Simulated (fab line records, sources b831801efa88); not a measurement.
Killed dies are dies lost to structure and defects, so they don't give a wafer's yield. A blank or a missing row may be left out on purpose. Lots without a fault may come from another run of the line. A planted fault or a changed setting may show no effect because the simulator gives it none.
fab line records | flow gf180mcu
record lots=24 wafers=72 last_day=34
route steps=602 shown M2@362 V2@403 V3@431 V4@479
lots that met no fault: from a run of the same line without faults
start_h: hours from the record's first day to the start of the lot's first wafer shown | wait_h: hours since the lot's step before | " the same as in the row above | L1.1+2: a row that stands for several wafers | - no value, or no start given | * or withheld: withheld | < > ~ a bound
route shown NAME@n: a module of which the file shows steps, and the number in the route of the first | usual: mean/standard deviation of fault-free wafers | same: alike in all rows | chamber/n: place in a boat | sites: the reading at each site | _std_site: their standard deviation | _edge_site: outer sites' mean less inner sites' | radius_mm: how far each site lies from the wafer's centre | mask NAME#n: copy n | behind: the tool/chamber that last shaped the wafer | hold: why the lot was held/for how many hours/how that ended | device: the transistor (n, p or np) that didn't switch | end of line: the same wafers' tests at the end of the route | a step without rows: its recipe alone | killed: dies lost to structure and defects at the first sort, not the wafer's yield | map: a wafer's dies, x killed, . not, _ none there
set.NAME: the setting as run; set.NAME@STEP: as run at that earlier step | model.NAME: the simulator's own value behind a step, which no gauge read
steps of the route over a sample of lots; a table a step, a row a wafer
services: from which hour (start_h, from the record's first day; less than 0 if before it) a tool's chamber was out of use, for how many hours, and why
## steps
# step GF_M2_SPUTTER_00
# recipe material=Ti target_thk_nm=37.5 arriving_ion_energy_ev=80 substrate_temp_c=200 chamber_pressure_pa=2 power_w=4000 time_s=150
# usual throttle_valve_pct=29.7/0.72
# columns lot.wafer tool chamber start_h wait_h throttle_valve_pct
L074.2 pvd_sputter-01 - 407.28 0.2 29.9
L074.4 " - " " 30.1
L074.6 " - " " 30.1
L075.2 pvd_sputter-01 - 414.46 0.1 30.3
L075.3 " - " " 29.7
L075.5 " - " " 30.3
L076.2 pvd_sputter-01 - 426.01 0.1 30.0
L076.4 " - " " 30.1
L076.6 " - " " 29.9
L077.2 pvd_sputter-01 - 434.68 0.2 30.1
L077.3 " - " " 30.4
L077.5 " - " " 30.4
L078.2 pvd_sputter-04 - 450.81 0.2 29.3
L078.5 " - " " 28.7
L078.6 " - " " 29.6
L079.1 pvd_sputter-03 - 459.26 0.1 31.3
L079.2 " - " " 29.3
L079.4 " - " " 28.4
L080.1 pvd_sputter-04 - 467.24 0.1 29.6
L080.2 " - " " 30.2
L080.6 " - " " 28.8
L081.1 pvd_sputter-03 - 475.29 0.1 28.4
L081.2 " - " " 31.0
L081.4 " - " " 28.8
L082.1 pvd_sputter-04 - 482.53 0.1 29.8
L082.2 " - " " 28.6
L082.5 " - " " 29.5
L083.1 pvd_sputter-01 - 491.98 0.1 30.4
L083.5 " - " " 30.5
L083.6 " - " " 30.3
L084.2 pvd_sputter-01 - 499.68 0.1 29.4
L084.4 " - " " 30.3
L084.6 " - " " 29.7
L085.2 pvd_sputter-01 - 515.32 0.1 30.4
L085.4 " - " " 30.5
L085.5 " - " " 30.3
L086.2 pvd_sputter-03 - 519.01 0.2 29.3
L086.5 " - " " 28.9
L086.6 " - " " 28.4
L087.2 pvd_sputter-03 - 524.42 0.1 29.2
L087.4 " - " " 31.0
L087.5 " - " " 28.2
L088.1 pvd_sputter-01 - 538.21 0.2 29.6
L088.3 " - " " 30.1
L088.5 " - " " 30.2
L090.1 pvd_sputter-01 - 553.71 0.1 30.0
L090.2 " - " " 30.4
L090.3 " - " " 30.1
L089.1 pvd_sputter-03 - 554.95 0.1 28.3
L089.4 " - " " 29.3
L089.6 " - " " 28.5
L091.2 pvd_sputter-04 - 568.01 0.1 29.6
L091.3 " - " " 28.3
L091.5 " - " " 28.9
L092.1 pvd_sputter-01 - 570.82 0.2 30.1
L092.3 " - " " 30.2
L092.6 " - " " 30.2
L093.1 pvd_sputter-04 - 578.26 0.1 29.2
L093.5 " - " " 29.9
L093.6 " - " " 28.8
L094.1 pvd_sputter-04 - 585.33 0.1 29.8
L094.3 " - " " 29.0
L094.6 " - " " 28.8
L095.1 pvd_sputter-01 - 586.72 0.2 30.3
L095.3 " - " " 29.8
L095.6 " - " " 30.1
L096.1 pvd_sputter-03 - 599.49 0.1 29.6
L096.3 " - " " 28.4
L096.6 " - " " 29.5
L097.1 pvd_sputter-03 - 602.20 0.2 29.2
L097.4 " - " " 28.7
L097.6 " - " " 28.4
# step GF_M2_SPUTTER_03
# recipe material=Ti target_thk_nm=10 substrate_temp_c=300 chamber_pressure_pa=0.3 power_w=3000 time_s=6.7
# usual throttle_valve_pct=29.7/0.73
# columns lot.wafer tool chamber start_h wait_h throttle_valve_pct
L074.2 pvd_sputter-01 - 407.44 0.0 29.9
L074.4 " - " " 30.3
L074.6 " - " " 30.0
L075.2 pvd_sputter-01 - 414.62 0.0 30.1
L075.3 " - " " 29.9
L075.5 " - " " 30.3
L076.2 pvd_sputter-01 - 426.17 0.0 30.2
L076.4 " - " " 30.1
L076.6 " - " " 29.6
L077.2 pvd_sputter-01 - 434.84 0.0 29.9
L077.3 " - " " 30.5
L077.5 " - " " 30.4
L078.2 pvd_sputter-04 - 450.97 0.0 29.6
L078.5 " - " " 28.6
L078.6 " - " " 29.5
L079.1 pvd_sputter-03 - 459.42 0.0 30.8
L079.2 " - " " 29.9
L079.4 " - " " 28.1
L080.1 pvd_sputter-04 - 467.40 0.0 29.7
L080.2 " - " " 30.0
L080.6 " - " " 28.8
L081.1 pvd_sputter-03 - 475.45 0.0 28.5
L081.2 " - " " 30.8
L081.4 " - " " 29.1
L082.1 pvd_sputter-04 - 482.69 0.0 29.6
L082.2 " - " " 28.6
L082.5 " - " " 29.1
L083.1 pvd_sputter-01 - 492.14 0.0 30.3
L083.5 " - " " 30.1
L083.6 " - " " 30.1
L084.2 pvd_sputter-01 - 499.84 0.0 29.9
L084.4 " - " " 30.2
L084.6 " - " " 29.6
L085.2 pvd_sputter-01 - 515.48 0.0 30.2
L085.4 " - " " 30.4
L085.5 " - " " 29.9
L086.2 pvd_sputter-03 - 519.17 0.0 29.5
L086.5 " - " " 29.2
L086.6 " - " " 28.1
L087.2 pvd_sputter-03 - 524.58 0.0 29.3
L087.4 " - " " 31.0
L087.5 " - " " 28.1
L088.1 pvd_sputter-01 - 538.37 0.0 29.7
L088.3 " - " " 29.9
L088.5 " - " " 30.4
L090.1 pvd_sputter-01 - 553.88 0.0 29.8
L090.2 " - " " 30.3
L090.3 " - " " 30.2
L089.1 pvd_sputter-03 - 555.11 0.0 28.6
L089.4 " - " " 29.4
L089.6 " - " " 28.3
L091.2 pvd_sputter-04 - 568.17 0.0 29.4
L091.3 " - " " 28.8
L091.5 " - " " 28.6
L092.1 pvd_sputter-01 - 570.98 0.0 30.5
L092.3 " - " " 30.4
L092.6 " - " " 30.8
L093.1 pvd_sputter-04 - 578.42 0.0 28.7
L093.5 " - " " 30.1
L093.6 " - " " 29.0
L094.1 pvd_sputter-04 - 585.49 0.0 29.3
L094.3 " - " " 28.9
L094.6 " - " " 28.6
L095.1 pvd_sputter-01 - 586.88 0.0 30.5
L095.3 " - " " 29.7
L095.6 " - " " 30.1
L096.1 pvd_sputter-03 - 599.65 0.0 29.4
L096.3 " - " " 28.2
L096.6 " - " " 29.3
L097.1 pvd_sputter-03 - 602.37 0.0 29.4
L097.4 " - " " 28.4
L097.6 " - " " 28.2
# step GF_M2_RS_MEAS_05
# recipe thk_meas_gauge=four-point-probe reads=TiN_of_M2_SPUTTER_04+Ti_of_M2_SPUTTER_03+AlCu_of_M2_SPUTTER_02+TiN_of_M2_SPUTTER_01+Ti_of_M2_SPUTTER_00
# usual M2_ALCU_RS=0.0697/0.00088
# columns lot.wafer tool chamber start_h wait_h M2_ALCU_RS[ohm/sq]
L074.2 film_metro-03 - 407.52 0.0 0.0700
L074.4 " - " " 0.0678
L074.6 " - " " 0.0710
L075.2 film_metro-04 - 414.70 0.0 0.0670
L075.3 " - " " 0.0694
L075.5 " - " " 0.0677
L076.2 film_metro-04 - 426.25 0.0 0.0684
L076.4 " - " " 0.0686
L076.6 " - " " 0.0703
L077.2 film_metro-03 - 434.92 0.0 0.0679
L077.3 " - " " 0.0693
L077.5 " - " " 0.0689
L078.2 film_metro-04 - 451.05 0.0 0.0691
L078.5 " - " " 0.0696
L078.6 " - " " 0.0688
L079.1 film_metro-03 - 459.48 0.0 0.0700
L079.2 " - " " 0.0705
L079.4 " - " " 0.0699
L080.1 film_metro-01 - 467.46 0.0 0.0693
L080.2 " - " " 0.0688
L080.6 " - " " 0.0703
L081.1 film_metro-04 - 475.51 0.0 0.0700
L081.2 " - " " 0.0689
L081.4 " - " " 0.0691
L082.1 film_metro-04 - 482.75 0.0 0.0697
L082.2 " - " " 0.0706
L082.5 " - " " 0.0693
L083.1 film_metro-01 - 492.20 0.0 0.0706
L083.5 " - " " 0.0696
L083.6 " - " " 0.0701
L084.2 film_metro-04 - 499.92 0.0 0.0700
L084.4 " - " " 0.0686
L084.6 " - " " 0.0702
L085.2 film_metro-04 - 515.56 0.0 0.0713
L085.4 " - " " 0.0705
L085.5 " - " " 0.0699
L086.2 film_metro-04 - 519.44 0.2 0.0701
L086.5 " - " " 0.0687
L086.6 " - " " 0.0694
L087.2 film_metro-03 - 524.66 0.0 0.0688
L087.4 " - " " 0.0691
L087.5 " - " " 0.0700
L088.1 film_metro-03 - 538.43 0.0 0.0710
L088.3 " - " " 0.0708
L088.5 " - " " 0.0700
L090.1 film_metro-03 - 553.94 0.0 0.0702
L090.2 " - " " 0.0694
L090.3 " - " " 0.0691
L089.1 film_metro-03 - 555.17 0.0 0.0710
L089.4 " - " " 0.0721
L089.6 " - " " 0.0713
L091.2 film_metro-04 - 568.25 0.0 0.0693
L091.3 " - " " 0.0701
L091.5 " - " " 0.0701
L092.1 film_metro-01 - 571.04 0.0 0.0690
L092.3 " - " " 0.0715
L092.6 " - " " 0.0705
L093.1 film_metro-04 - 578.48 0.0 0.0690
L093.5 " - " " 0.0701
L093.6 " - " " 0.0690
L094.1 film_metro-01 - 585.58 0.1 0.0697
L094.3 " - " " 0.0685
L094.6 " - " " 0.0697
L095.1 film_metro-01 - 586.94 0.0 0.0697
L095.3 " - " " 0.0704
L095.6 " - " " 0.0708
L096.1 film_metro-04 - 599.71 0.0 0.0703
L096.3 " - " " 0.0699
L096.6 " - " " 0.0706
L097.1 film_metro-03 - 602.43 0.0 0.0707
L097.4 " - " " 0.0701
L097.6 " - " " 0.0708
# step GF_V2_SPUTTER_21
# recipe material=Ti target_thk_nm=15 chamber_pressure_pa=5 power_w=2500 substrate_temp_c=200 time_s=80.02
# usual throttle_valve_pct=29.9/1.1
# columns lot.wafer tool chamber start_h wait_h throttle_valve_pct
L074.2 pvd_sputter-02 - 458.21 0.0 30.2
L074.4 " - " " 32.2
L074.6 " - " " 28.9
L075.2 pvd_sputter-02 - 464.59 0.0 29.9
L075.3 " - " " 32.2
L075.5 " - " " 30.0
L076.2 pvd_sputter-04 - 475.69 0.0 29.7
L076.4 " - " " 28.9
L076.6 " - " " 29.5
L077.2 pvd_sputter-02 - 485.92 0.0 28.9
L077.3 " - " " 32.4
L077.5 " - " " 30.2
L078.2 pvd_sputter-04 - 500.94 0.0 29.3
L078.5 " - " " 30.0
L078.6 " - " " 29.8
L079.1 pvd_sputter-01 - 508.71 0.0 30.5
L079.2 " - " " 30.6
L079.4 " - " " 29.9
L080.1 pvd_sputter-02 - 516.59 0.0 30.1
L080.2 " - " " 28.9
L080.6 " - " " 32.6
L081.1 pvd_sputter-02 - 524.35 0.0 30.4
L081.2 " - " " 32.3
L081.4 " - " " 28.7
L082.1 pvd_sputter-04 - 532.55 0.0 29.9
L082.2 " - " " 28.9
L082.5 " - " " 29.9
L083.1 pvd_sputter-04 - 540.63 0.0 29.8
L083.5 " - " " 28.6
L083.6 " - " " 28.7
L084.2 pvd_sputter-04 - 549.66 0.0 30.3
L084.4 " - " " 28.5
L084.6 " - " " 28.7
L085.2 pvd_sputter-04 - 562.43 0.0 30.1
L085.4 " - " " 29.1
L085.5 " - " " 29.6
L086.2 pvd_sputter-04 - 566.90 0.0 29.2
L086.5 " - " " 29.0
L086.6 " - " " 29.9
L087.2 pvd_sputter-02 - 571.83 0.0 32.5
L087.4 " - " " 30.1
L087.5 " - " " 29.8
L088.1 pvd_sputter-02 - 584.52 0.0 29.9
L088.3 " - " " 32.4
L088.5 " - " " 32.1
L090.1 pvd_sputter-02 - 600.84 0.0 30.2
L090.2 " - " " 28.9
L090.3 " - " " 30.0
L089.1 pvd_sputter-01 - 601.19 0.0 30.1
L089.4 " - " " 30.2
L089.6 " - " " 30.1
L091.2 pvd_sputter-02 - 613.39 0.0 28.8
L091.3 " - " " 29.9
L091.5 " - " " 30.0
L092.1 pvd_sputter-02 - 615.92 0.0 28.7
L092.3 " - " " 29.9
L092.6 " - " " 28.9
L093.1 pvd_sputter-04 - 623.16 0.0 29.3
L093.5 " - " " 28.9
L093.6 " - " " 29.0
L094.1 pvd_sputter-02 - 630.15 0.0 32.2
L094.3 " - " " 30.1
L094.6 " - " " 28.8
L095.1 pvd_sputter-01 - 630.65 0.0 29.7
L095.3 " - " " 30.2
L095.6 " - " " 29.6
L096.1 pvd_sputter-04 - 643.33 0.0 28.6
L096.3 " - " " 29.0
L096.6 " - " " 29.8
L097.1 pvd_sputter-01 - 645.82 0.0 30.3
L097.4 " - " " 30.3
L097.6 " - " " 29.8
# step GF_V3_CVD_02
# recipe material=SiO2 target_thk_nm=850 precursor=TEOS temp_c=400 time_s=94.851 rf_w=600
# usual heater_power_w=626/84 susceptor_temp_C=399.96/0.21
# columns lot.wafer tool chamber start_h wait_h heater_power_w susceptor_temp_C
L074.2 pecvd-04 0 484.08 0.0 601 400.00
L074.4 " 2 " " 707 399.61
L074.6 " 1 " " 739 399.98
L075.2 pecvd-02 1 490.47 0.0 546 399.73
L075.3 " 2 " " 594 399.88
L075.5 " 2 " " 652 399.95
L076.2 pecvd-03 2 501.12 0.0 624 400.13
L076.4 " 0 " " 727 400.01
L076.6 " 2 " " 629 399.69
L077.2 pecvd-03 2 511.10 0.0 604 399.90
L077.3 " 0 " " 680 399.96
L077.5 " 2 " " 630 400.01
L078.2 pecvd-03 1 526.21 0.0 441 399.50
L078.5 " 0 " " 597 399.73
L078.6 " 1 " " 488 400.10
L079.1 pecvd-04 1 533.91 0.1 668 400.21
L079.2 " 0 " " 593 399.84
L079.4 " 2 " " 591 400.01
L080.1 pecvd-02 0 541.77 0.1 650 399.99
L080.2 " 2 " " 601 399.68
L080.6 " 2 " " 651 399.60
L081.1 pecvd-04 1 549.10 0.1 673 399.78
L081.2 " 2 " " 701 400.08
L081.4 " 0 " " 500 399.71
L082.1 pecvd-04 2 557.48 0.1 661 400.07
L082.2 " 1 " " 655 400.54
L082.5 " 0 " " 566 400.11
L083.1 pecvd-03 2 565.05 0.1 701 399.92
L083.5 " 1 " " 428 400.11
L083.6 " 2 " " 544 399.80
L084.2 pecvd-04 0 573.30 0.0 516 399.91
L084.4 " 2 " " 591 400.17
L084.6 " 1 " " 683 400.11
L085.2 pecvd-04 0 585.12 0.0 630 399.89
L085.4 " 1 " " 703 400.09
L085.5 " 0 " " 496 399.91
L086.2 pecvd-02 1 590.84 0.0 535 400.11
L086.5 " 1 " " 569 399.85
L086.6 " 2 " " 739 399.70
L087.2 pecvd-02 2 598.34 0.0 648 400.17
L087.4 " 2 " " 714 400.13
L087.5 " 1 " " 522 400.34
L088.1 pecvd-04 1 607.29 0.1 740 399.56
L088.3 " 0 " " 617 400.49
L088.5 " 2 " " 780 400.03
L090.1 pecvd-02 1 623.94 0.1 555 400.02
L090.2 " 2 " " 625 399.95
L090.3 " 0 " " 705 399.78
L089.1 pecvd-03 1 624.20 0.1 493 399.75
L089.4 " 2 " " 551 399.79
L089.6 " 0 " " 712 400.04
L091.2 pecvd-04 1 635.95 0.0 714 400.10
L091.3 " 0 " " 604 400.18
L091.5 " 2 " " 626 400.25
L092.1 pecvd-03 1 638.00 0.1 535 399.77
L092.3 " 2 " " 665 399.69
L092.6 " 0 " " 696 399.62
L093.1 pecvd-02 2 645.57 0.1 705 399.98
L093.5 " 0 " " 586 399.96
L093.6 " 2 " " 571 399.64
L094.1 pecvd-03 2 652.70 0.1 636 400.09
L094.3 " 1 " " 445 400.00
L094.6 " 0 " " 577 399.93
L095.1 pecvd-02 0 653.12 0.1 673 400.16
L095.3 " 1 " " 502 400.01
L095.6 " 1 " " 553 399.79
L096.1 pecvd-02 1 665.00 0.1 526 399.68
L096.3 " 2 " " 712 400.05
L096.6 " 1 " " 575 400.06
L097.1 pecvd-04 0 666.91 0.1 510 400.04
L097.4 " 2 " " 672 399.65
L097.6 " 0 " " 578 400.26
# step GF_V4_THK_MEAS_03
# recipe reads=SiO2_of_V4_CVD_02
# usual V4_CVD_02_THK=846/13
# columns lot.wafer tool chamber start_h wait_h V4_CVD_02_THK[nm]
L074.2 film_metro-01 - 533.00 0.0 832
L074.4 " - " " 847
L074.6 " - " " 839
L075.2 film_metro-02 - 539.89 0.0 832
L075.3 " - " " 846
L075.5 " - " " 857
L076.2 film_metro-02 - 550.34 0.0 836
L076.4 " - " " 840
L076.6 " - " " 857
L077.2 film_metro-04 - 558.90 0.0 826
L077.3 " - " " 850
L077.5 " - " " 859
L078.2 film_metro-02 - 574.33 0.0 832
L078.5 " - " " 837
L078.6 " - " " 842
L079.1 film_metro-01 - 581.00 0.0 840
L079.2 " - " " 851
L079.4 " - " " 863
L080.1 film_metro-02 - 588.28 0.0 840
L080.2 " - " " 826
L080.6 " - " " 859
L081.1 film_metro-04 - 599.52 0.0 839
L081.2 " - " " 842
L081.4 " - " " 857
L082.1 film_metro-01 - 604.12 0.0 844
L082.2 " - " " 847
L082.5 " - " " 859
L083.1 film_metro-01 - 610.05 0.0 848
L083.5 " - " " 841
L083.6 " - " " 850
L084.2 film_metro-02 - 622.08 0.0 837
L084.4 " - " " 845
L084.6 " - " " 843
L085.2 film_metro-02 - 630.60 0.0 869
L085.4 " - " " 853
L085.5 " - " " 884
L086.2 film_metro-01 - 635.02 0.0 830
L086.5 " - " " 849
L086.6 " - " " 854
L087.2 film_metro-02 - 642.25 0.0 873
L087.4 " - " " 882
L087.5 " - " " 888
L088.1 film_metro-02 - 650.84 0.0 843
L088.3 " - " " 839
L088.5 " - " " 860
L089.1 film_metro-02 - 667.53 0.0 847
L089.4 " - " " 850
L089.6 " - " " 852
L091.2 film_metro-02 - 678.71 0.0 837
L091.3 " - " " 835
L091.5 " - " " 848
L092.1 film_metro-01 - 680.17 0.0 843
L092.3 " - " " 836
L092.6 " - " " 863
L090.1 film_metro-02 - 680.89 0.0 821
L090.2 " - " " 834
L090.3 " - " " 829
L093.1 film_metro-04 - 687.00 0.0 827
L093.5 " - " " 837
L093.6 " - " " 838
L094.1 film_metro-01 - 693.96 0.0 837
L094.3 " - " " 833
L094.6 " - " " 843
L095.1 film_metro-01 - 694.59 0.0 857
L095.3 " - " " 837
L095.6 " - " " 849
L096.1 film_metro-01 - 704.94 0.0 839
L096.3 " - " " 851
L096.6 " - " " 844
L097.1 film_metro-04 - 707.36 0.0 835
L097.4 " - " " 861
L097.6 " - " " 842
## services
# columns tool chamber start_h hours kind
pvd_sputter-01 - 392.43 2.8 repair
pvd_sputter-03 - 402.42 23.9 repair
pvd_sputter-04 - 402.93 3.2 repair
pvd_sputter-01 0 416.76 - consumable_replace:kit
pvd_sputter-01 0 416.76 18.0 scheduled_down
pvd_sputter-01 0 416.76 18.0 vent_cycle
pecvd-02 - 454.17 2.8 pm
pvd_sputter-03 - 497.74 0.7 repair
pvd_sputter-03 - 499.97 1.3 repair
pvd_sputter-04 - 509.58 9.4 repair
pvd_sputter-01 - 551.39 0.6 repair
pvd_sputter-01 - 564.39 0.5 repair
pecvd-04 - 565.38 0.9 repair
pvd_sputter-03 - 574.31 8.6 repair
pvd_sputter-01 3 586.94 - consumable_replace:kit
pvd_sputter-01 3 586.94 18.0 scheduled_down
pvd_sputter-01 3 586.94 18.0 vent_cycle
pecvd-04 - 591.15 14.0 pm
pecvd-03 - 634.16 2.1 repair
pecvd-04 0 638.28 8.8 repair
pvd_sputter-04 3 661.66 - consumable_replace:kit
pvd_sputter-04 3 661.66 18.0 scheduled_down
pvd_sputter-04 3 661.66 18.0 vent_cycle
pecvd-02 - 663.93 0.3 repair
## key
fault none
